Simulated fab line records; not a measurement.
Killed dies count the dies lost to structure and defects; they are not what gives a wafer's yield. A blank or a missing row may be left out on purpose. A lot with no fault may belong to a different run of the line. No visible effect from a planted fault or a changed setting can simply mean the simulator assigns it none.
2 desks, one fault	flow sky130	only its own numbers are on each desk; what lay behind them is given at the end

METROLOGY DESK
What the gauges read, lot by lot, whatever tool the lot ran on: means of the sampled wafers that have a number. If a lot's mean is further than 4 standard deviations from the usual mean, the lot is out of limits and carries the mark OUT (the distance appears in the brackets).
Columns: A = VIA4_OVL at SKY_VIA4_OVL_MEAS_11, usual 0.0 nm
lot	first seen here	A
L736	day 43 19:29	-0.5
L748	day 47 00:23	0.9
L749	day 47 03:47	1.1
L750	day 47 14:00	1.1
L753	day 48 16:42	-0.3
L755	day 49 04:20	-0.7
This desk's finding: nothing out of limits on any of the 6 lots.

THE TOOL OWNER'S DESK: pvdSputter-04
The tool's own readings at SKY_VIA4_SPUTTER_17 (material TiN, target thk 20 nm, time 80 s): means of the sampled wafers that have a number, for each lot that ran on this tool. If a lot's mean is further than 4 standard deviations from the usual mean, the lot is out of limits and carries the mark OUT (the distance appears in the brackets).
Columns: A = cathodeDcPowerW at SKY_VIA4_SPUTTER_17, usual 4000.0 W; B = throttleValvePct at SKY_VIA4_SPUTTER_17, usual 29.6 %
lot	first seen here	A	B
L748	day 47 01:08	4000.1	30.0
L749	day 47 04:29	3151.0 (-99 or more) OUT	30.1
L750	day 47 14:41	3151.8 (-99 or more) OUT	30.3
This desk finds L749, L750 out of limits, L749 being first, at day 47 04:29 (cathodeDcPowerW at SKY_VIA4_SPUTTER_17). In limits: L748.

ALL TOGETHER
At day 47 04:29, on L749, L750, the tool owner's desk was in a position to raise an alarm.
Nothing out of limits was seen by the metrology desk.
The metrology desk has L749, L750 on record, within its limits.
On pvdSputter-04, each named lot ran SKY_VIA4_SPUTTER_17.

WHAT THE SIMULATOR PUT IN
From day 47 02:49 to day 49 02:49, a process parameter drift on pvdSputter-04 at SKY_VIA4_SPUTTER_17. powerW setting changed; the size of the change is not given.
Struck lots among those shown: L749, L750.
Time in hours from fault onset to the first out-of-limits reading at each desk: the tool owner's desk, 2.
